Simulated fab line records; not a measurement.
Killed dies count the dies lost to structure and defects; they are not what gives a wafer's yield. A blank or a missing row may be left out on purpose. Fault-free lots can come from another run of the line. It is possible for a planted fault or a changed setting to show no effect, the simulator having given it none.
The tool behind it: which one? | flow gf180mcu | 45 wafers from 15 lots sampled at 7 of the route's 602 steps

## WHAT EACH GAUGE READ, for each wafer
GF_VT_IMPLANT_RS_MEAS_46: the measuring method here is four-point-probe. Usual: MVSD_RS gives 456.7 ohm/sq (standard deviation 1.2).
lot  | measured     | on            | MVSD_RS (ohm/sq)  | flag
L892 | day 8 01:25  | film-metro-03 | 458.7 458.3 457.0 |
L896 | day 8 19:47  | film-metro-02 | 457.0 457.4 456.9 |
L898 | day 9 11:33  | film-metro-03 | 454.9 455.5 454.7 |
L899 | day 9 16:07  | film-metro-03 | 132.7 132.4 132.8 | OFF
L900 | day 10 00:02 | film-metro-02 | 132.9 133.0 133.1 | OFF
L901 | day 10 05:43 | film-metro-01 | 133.1 133.1 133.1 | OFF
L906 | day 11 15:31 | film-metro-01 | 456.3 457.3 456.7 |
L907 | day 12 00:11 | film-metro-01 | 456.4 454.9 455.5 |
L908 | day 12 05:12 | film-metro-01 | 458.5 457.6 459.8 |
L909 | day 12 10:46 | film-metro-02 | 456.6 456.7 457.3 |
L910 | day 12 20:11 | film-metro-01 | 457.5 456.4 457.0 |
L911 | day 13 01:23 | film-metro-03 | 455.4 455.2 454.2 |
L912 | day 13 09:58 | film-metro-01 | 456.1 457.0 456.4 |
L913 | day 13 15:24 | film-metro-01 | 458.0 458.4 457.6 |
L914 | day 13 21:35 | film-metro-02 | 455.0 455.8 456.0 |

GF_VT_IMPLANT_RS_MEAS_47: the measuring method here is four-point-probe. Usual: NWELL_RS gives 488.1 ohm/sq (standard deviation 1.4).
lot  | measured     | on            | NWELL_RS (ohm/sq) | flag
L892 | day 8 01:32  | film-metro-03 | 488.1 485.9 486.7 |
L896 | day 8 19:54  | film-metro-02 | 487.6 487.6 489.1 |
L898 | day 9 11:40  | film-metro-03 | 486.6 486.8 488.3 |
L899 | day 9 16:14  | film-metro-03 | 132.7 132.9 132.5 | OFF
L900 | day 10 00:10 | film-metro-02 | 133.0 132.8 132.7 | OFF
L901 | day 10 05:50 | film-metro-01 | 132.9 133.1 132.8 | OFF
L906 | day 11 15:38 | film-metro-01 | 490.0 489.8 488.6 |
L907 | day 12 00:19 | film-metro-01 | 488.0 488.0 486.6 |
L908 | day 12 05:19 | film-metro-01 | 489.3 489.3 489.1 |
L909 | day 12 10:53 | film-metro-02 | 486.6 485.2 487.1 |
L910 | day 12 20:19 | film-metro-01 | 489.9 490.2 491.1 |
L911 | day 13 01:31 | film-metro-03 | 487.0 486.4 486.9 |
L912 | day 13 10:05 | film-metro-01 | 488.8 490.0 488.0 |
L913 | day 13 15:31 | film-metro-01 | 489.6 488.4 487.5 |
L914 | day 13 21:43 | film-metro-02 | 488.2 488.1 487.4 |

GF_VT_IMPLANT_RS_MEAS_48: the measuring method here is four-point-probe. Usual: LVPWELL_RS gives 1197 ohm/sq (standard deviation 3.4).
lot  | measured     | on            | LVPWELL_RS (ohm/sq) | flag
L892 | day 8 01:39  | film-metro-03 | 1198 1197 1195      |
L896 | day 8 20:01  | film-metro-02 | 1195 1199 1193      |
L898 | day 9 11:47  | film-metro-03 | 1198 1196 1197      |
L899 | day 9 16:21  | film-metro-03 | 133 133 133         | OFF
L900 | day 10 00:17 | film-metro-02 | 133 133 133         | OFF
L901 | day 10 05:57 | film-metro-01 | 133 133 133         | OFF
L906 | day 11 15:46 | film-metro-01 | 1202 1204 1200      |
L907 | day 12 00:26 | film-metro-01 | 1195 1196 1193      |
L908 | day 12 05:26 | film-metro-01 | 1198 1198 1198      |
L909 | day 12 11:00 | film-metro-02 | 1189 1196 1193      |
L910 | day 12 20:26 | film-metro-01 | 1196 1193 1193      |
L911 | day 13 01:38 | film-metro-03 | 1191 1191 1195      |
L912 | day 13 10:12 | film-metro-01 | 1202 1194 1200      |
L913 | day 13 15:38 | film-metro-01 | 1196 1197 1195      |
L914 | day 13 21:50 | film-metro-02 | 1195 1194 1196      |

GF_M2_RS_MEAS_05: the measuring method here is four-point-probe. Usual: M2_ALCU_RS gives 0.0696 ohm/sq (standard deviation 0.00062).
lot  | measured     | on            | M2_ALCU_RS (ohm/sq)  | flag
L892 | day 18 18:58 | film-metro-01 | 0.0698 0.0694 0.0688 |
L896 | day 20 00:42 | film-metro-04 | 0.0705 0.0696 0.0693 |
L898 | day 20 21:43 | film-metro-01 | 0.0706 0.0697 0.0698 |
L906 | day 23 16:57 | film-metro-02 | 0.0679 0.0685 0.0686 |
L907 | day 24 01:47 | film-metro-02 | 0.0691 0.0688 0.0692 |
L908 | day 24 08:04 | film-metro-01 | 0.0699 0.0699 0.0704 |
L909 | day 24 11:41 | film-metro-02 | 0.0694 0.0696 0.0692 |
L910 | day 25 02:35 | film-metro-02 | 0.0701 0.0706 0.0706 |
L911 | day 25 05:34 | film-metro-01 | 0.0708 0.0704 0.0703 |
L912 | day 25 14:53 | film-metro-01 | 0.0693 0.0702 0.0693 |
L913 | day 25 19:16 | film-metro-01 | 0.0705 0.0703 0.0696 |
L914 | day 26 04:03 | film-metro-02 | 0.0688 0.0689 0.0687 |

GF_V2_OVL_MEAS_15. Usual: V2_OVL gives 0 nm (standard deviation 4.7).
lot  | measured     | on         | V2_OVL (nm) | flag
L892 | day 20 21:07 | overlay-02 | -6 -5 -1    |
L896 | day 22 01:52 | overlay-02 | -2 -1 0     |
L898 | day 22 21:43 | overlay-01 | 2 12 8      |
L906 | day 25 14:28 | overlay-01 | -4 0 3      |
L907 | day 25 23:01 | overlay-02 | 0 9 2       |
L908 | day 26 05:06 | overlay-01 | -3 -3 -1    |
L909 | day 26 08:12 | overlay-02 | 3 4 1       |
L910 | day 26 23:10 | overlay-02 | -7 1 0      |
L911 | day 27 01:36 | overlay-02 | -1 4 2      |
L912 | day 27 10:37 | overlay-01 | 2 5 5       |
L913 | day 27 12:46 | overlay-01 | -1 -7 -2    |
L914 | day 27 22:06 | overlay-01 | -2 -3 2     |

## TOOL THAT RAN EACH LOT (tool first, then ch and the chambers of the sampled wafers, then the start)
lot  | GF_VT_IMPLANT_RTA_45             | GF_M2_SPUTTER_04
L892 | rtp-anneal-02 ch 0, day 8 01:19  | pvd-sputter-02, day 18 18:55
L896 | rtp-anneal-01 ch 0, day 8 19:40  | pvd-sputter-02, day 20 00:37
L898 | rtp-anneal-02 ch 0, day 9 11:27  | pvd-sputter-02, day 20 21:41
L899 | rtp-anneal-02, day 9 16:00       | -
L900 | rtp-anneal-01, day 9 23:56       | -
L901 | rtp-anneal-01, day 10 05:37      | -
L906 | rtp-anneal-02 ch 0, day 11 15:25 | pvd-sputter-02, day 23 16:53
L907 | rtp-anneal-02 ch 0, day 12 00:05 | pvd-sputter-04, day 24 01:45
L908 | rtp-anneal-02 ch 0, day 12 05:06 | pvd-sputter-04, day 24 08:02
L909 | rtp-anneal-01 ch 0, day 12 10:40 | pvd-sputter-02, day 24 11:38
L910 | rtp-anneal-01 ch 0, day 12 20:05 | pvd-sputter-02, day 25 02:32
L911 | rtp-anneal-01 ch 0, day 13 01:17 | pvd-sputter-02, day 25 05:32
L912 | rtp-anneal-01 ch 0, day 13 09:52 | pvd-sputter-02, day 25 14:50
L913 | rtp-anneal-01 ch 0, day 13 15:18 | pvd-sputter-04, day 25 19:13
L914 | rtp-anneal-01 ch 0, day 13 21:29 | pvd-sputter-03, day 26 04:01
- GF_VT_IMPLANT_RTA_45: time 30 s.
- GF_M2_SPUTTER_04: material TiN, target thk 50 nm, time 41.7 s.

## AS READ BY THE TOOLS THEMSELVES (means over the sampled wafers that have a number; for cases with no such wafer, the mark the record gives instead)
GF_VT_IMPLANT_RTA_45. Usual: anneal-temp-c-max 1056.7, standard deviation 1.1; chamber-o2-ppm 2.003, standard deviation 0.018; lamp-power-pct 35.5 %, standard deviation 2.3; wafer_temp_C_max 1054.6, standard deviation 1.7.
lot  | tool          | anneal-temp-c-max | chamber-o2-ppm | lamp-power-pct (%) | wafer_temp_C_max | flag
L892 | rtp-anneal-02 | 1055.7            | 2.003          | 32.9               | 1056.1           |
L896 | rtp-anneal-01 | 1056.3            | 1.976          | 37.6               | 1053.2           |
L898 | rtp-anneal-02 | 1055.7            | 2.006          | 32.9               | 1057.0           |
L899 | rtp-anneal-02 | -                 | -              | -                  | -                | OFF
L900 | rtp-anneal-01 | -                 | -              | -                  | -                | OFF
L901 | rtp-anneal-01 | -                 | -              | -                  | -                | OFF
L906 | rtp-anneal-02 | 1056.7            | 1.985          | 32.9               | 1057.1           |
L907 | rtp-anneal-02 | 1056.8            | 1.992          | 32.9               | 1056.8           |
L908 | rtp-anneal-02 | 1056.1            | 1.991          | 32.9               | 1054.8           |
L909 | rtp-anneal-01 | 1055.9            | 2.006          | 37.6               | 1053.0           |
L910 | rtp-anneal-01 | 1057.0            | 2.015          | 37.6               | 1053.1           |
L911 | rtp-anneal-01 | 1056.6            | 1.997          | 37.6               | 1054.3           |
L912 | rtp-anneal-01 | 1056.1            | 1.981          | 37.6               | 1053.1           |
L913 | rtp-anneal-01 | 1055.6            | 2.031          | 37.7               | 1052.9           |
L914 | rtp-anneal-01 | 1056.9            | 2.000          | 37.6               | 1053.5           |

GF_M2_SPUTTER_04. Usual: cathode-dc-power-W 6499.9 W, standard deviation 1.3; throttle-valve-pct 30.2 %, standard deviation 1.
lot  | tool           | cathode-dc-power-W (W) | throttle-valve-pct (%) | flag
L892 | pvd-sputter-02 | 6500.5                 | 30.6                   |
L896 | pvd-sputter-02 | 6499.3                 | 30.8                   |
L898 | pvd-sputter-02 | 6499.1                 | 30.3                   |
L906 | pvd-sputter-02 | 6499.8                 | 30.5                   |
L907 | pvd-sputter-04 | 6500.6                 | 29.5                   |
L908 | pvd-sputter-04 | 6500.0                 | 29.6                   |
L909 | pvd-sputter-02 | 6500.5                 | 30.9                   |
L910 | pvd-sputter-02 | 6499.2                 | 30.4                   |
L911 | pvd-sputter-02 | 6500.8                 | 30.9                   |
L912 | pvd-sputter-02 | 6500.1                 | 30.6                   |
L913 | pvd-sputter-04 | 6499.6                 | 30.6                   |
L914 | pvd-sputter-03 | 6500.5                 | 29.4                   |

## THE ANSWER, worked out from the rows above alone
Rule: take the mean of a lot's wafers that have a number; if it is more than 3 standard deviations from the usual mean, the lot is off. A lot without any number at a reading at which 4 lots or more have one is off too. Where the step has rows for the other lots, those lots are counted as sound. Order of review: gauges by route order, followed by the tools' own readings, for which a lot's mean as printed above is used. At the first step where some lot is off, the reading lying furthest off is the one used; lots without a number count as furthest.
Off: L899, L900, L901, seen at GF_VT_IMPLANT_RS_MEAS_46 (MVSD_RS).
If a tool, at a process step before that reading, ran all the lots that are off and no sound lot after the first of them, it fits. Not tried: the gauges at GF_VT_IMPLANT_RS_MEAS_46; whatever is off there is also off at GF_VT_IMPLANT_RTA_45, on other tools, and gauge error can't account for it. Not one of the candidates tried fits.

## WHAT THE SIMULATOR PUT IN
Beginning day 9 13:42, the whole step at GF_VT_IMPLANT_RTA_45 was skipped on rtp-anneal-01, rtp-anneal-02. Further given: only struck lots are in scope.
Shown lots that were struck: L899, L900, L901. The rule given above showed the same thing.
